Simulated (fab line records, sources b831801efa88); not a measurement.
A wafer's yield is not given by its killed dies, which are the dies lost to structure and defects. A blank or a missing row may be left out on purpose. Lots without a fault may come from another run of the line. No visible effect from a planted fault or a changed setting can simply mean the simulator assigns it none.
A lot that was struck, set against a sound lot || flow gf180mcu || 16 steps out of a route of 602
Sound: the wafers L868.1, L868.4, L868.6. Wafers L857.1, L857.2, L857.5 were the ones struck. The cause comes at the end.
Order at every step that has rows: each side's tool, ch and its chambers, its first start. Under that, the readings that differ: sound wafers || struck wafers || difference of the means || sigmas: that difference in standard deviations of wafers without a fault.
alike: readings whose means differ by less than 2 such deviations, and words and numbers that are the same on both sides. not compared: withheld readings, readings that some wafer has no value for, bounds like >300 that may hide the same value, and numbers for which the record gives no deviation and whose values overlap.
A row with sigmas, a row that says differs or no value, or rows on one side alone: a step with any of these is where the two part. When numbers do not overlap yet have no deviation, they are printed without sigmas and do not part them. A reading missing from all wafers of one side parts the sides only when that side holds two or more wafers.

GF_MIM_SPUTTER_07: material TiN, target thk 60 nm, time 50 s.
  struck on pvd-sputter-04, day 26 15:07; sound on pvd-sputter-02, day 29 22:55
  alike: throttle-valve-pct
GF_MIM_SPUTTER_08: material AlCu, target thk 200 nm, time 10.6 s.
  struck on pvd-sputter-04, day 26 15:10; sound on pvd-sputter-02, day 29 22:58
  alike: throttle-valve-pct
GF_MIM_SPUTTER_09: material TiN, target thk 35 nm, time 29.2 s.
  struck on pvd-sputter-04, day 26 15:11; sound on pvd-sputter-02, day 29 22:59
  alike: throttle-valve-pct
GF_MIM_RS_MEAS_10: uses a four-point probe to measure.
  struck on film-metro-04, day 26 15:13; sound on film-metro-02, day 29 23:01
  alike: MIM_ALCU_RS
GF_MIM_THK_MEAS_11: measures by xrf.
  struck on film-metro-04, day 26 15:20; sound on film-metro-02, day 29 23:08
  alike: MIM_ALCU_THK
then, 7 steps without rows for these wafers: GF_MIM_DEHYDRATE_12 (time 60 s); GF_MIM_HMDS_13 (prime time 60 s); GF_MIM_COAT_14 (resist thk 1000 nm); GF_MIM_SOFTBAKE_15 (time 60 s); GF_MIM_EXPOSE_16 (exposes mask FuseTop, target cd 2000 nm); GF_MIM_PEB_17; GF_MIM_DEVELOP_18 (develop time 60 s).
GF_MIM_METAL_ETCH_19: etches the open film in Cl2/BCl3, stops on Si3N4, target depth 324.5 nm, time 54.1 s.
  sound on rie-metal-03 ch 0,1, day 30 17:29; struck on rie-metal-02 ch 0,1, day 27 11:01
{"reading": "oes-product-au (a.u.)", "sound": "0.930 0.938 0.946", "struck": "0.898 0.912 0.891", "difference": -0.038, "sigmas": -6}
{"reading": "throttle-valve-pct (%)", "sound": "28.267 28.287 28.290", "struck": "28.344 28.307 28.343", "difference": "+0.050", "sigmas": "+5"}
{"reading": "model.NOVOLAK_of_MIM_COAT_14.thk-nm (nm)", "sound": "864.6 867.2 867.9", "struck": "897.5 893.1 897.4", "difference": "+29.4", "sigmas": ""}
{"reading": "model.etch.depth-nm (nm)", "sound": "291.4 292.4 292.6", "struck": "267.4 277.3 267.1", "difference": -21.5, "sigmas": ""}
{"reading": "model.MIM.feature-depth-nm (nm)", "sound": "291.4 292.4 292.6", "struck": "267.4 277.3 267.1", "difference": -21.5, "sigmas": ""}
  alike: drypump-motor-current-A, he-backside-leak-sccm, mfc-cl2-sccm
  not compared: rf-hours-counter-h
GF_MIM_STRIP_20: strips in O2/N2.
  sound on plasma-asher-04 ch 0,1, day 30 17:33; struck on plasma-asher-02 ch 0,1, day 27 11:05
{"reading": "heater-power-w (W)", "sound": "364 345 310", "struck": "289 300 295", "difference": -45, "sigmas": -2}
{"reading": "oes-product-au (a.u.)", "sound": "0.691 0.692 0.693", "struck": "0.707 0.712 0.711", "difference": "+0.018", "sigmas": "+4"}
{"reading": "strip-time-to-endpoint-s (s)", "sound": "11.18 11.20 11.20", "struck": "11.53 11.51 11.54", "difference": "+0.33", "sigmas": "+8"}
  alike: drypump-motor-current-A
  not compared: rf-hours-counter-h
then, 1 step without rows for these wafers: GF_MIM_STRIP_21 (strips in post etch residue remover, time 1200 s).
-- the record jumps here: 3 days lie between the struck wafers' starts before and after (it left off in module MIM and takes up again in module PASSIVATION, whose first step shown is number 602 of the route) --
GF_PASSIVATION_PROBE_99:
  struck on prober-01, day 30 22:47; sound on prober-02, day 33 19:47
{"reading": "model.etest.met5.line-ohm-um", "sound": "0.2538 0.2563 0.2476", "struck": "189.3 257.5 176.1", "difference": "+207.4", "sigmas": ""}
{"reading": "model.etest.via5-chain.rc-ohm", "sound": "6.86 7.041 6.89", "struck": "139.1 185.4 126.8", "difference": "+143.5", "sigmas": ""}
{"reading": "model.etest.met5.rs-ohm-sq", "sound": "0.07165 0.07183 0.07045", "struck": "52.32 71.02 49.4", "difference": "+57.51", "sigmas": ""}
{"reading": "model.etest.met5.rs-ohm-sq-rim-less-centre", "sound": "0.0003814 0.000804 -0.0007917", "struck": "0.3018 4.869 11.92", "difference": "+5.6968", "sigmas": ""}
{"reading": "model.etest.contact-diode-array.under-floor", "sound": "0 0 0", "struck": "1 1 1", "difference": "+1", "sigmas": ""}
{"reading": "model.etest.pplus_sal_6v.open", "sound": "0 0 0", "struck": "1 1 1", "difference": "+1", "sigmas": ""}
{"reading": "model.etest.via2-chain.open", "sound": "0 0 0", "struck": "1 1 1", "difference": "+1", "sigmas": ""}
{"reading": "model.etest.nldd_6p0.open", "sound": "0 0 0", "struck": "1 1 1", "difference": "+1", "sigmas": ""}

WHERE THEY PART
Earliest at GF_MIM_METAL_ETCH_19; latest, in this record, at GF_MIM_STRIP_20.

WHY: what had been put in by the simulator
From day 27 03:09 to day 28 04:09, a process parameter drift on rie-metal-02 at GF_MIM_METAL_ETCH_19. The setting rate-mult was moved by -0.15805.
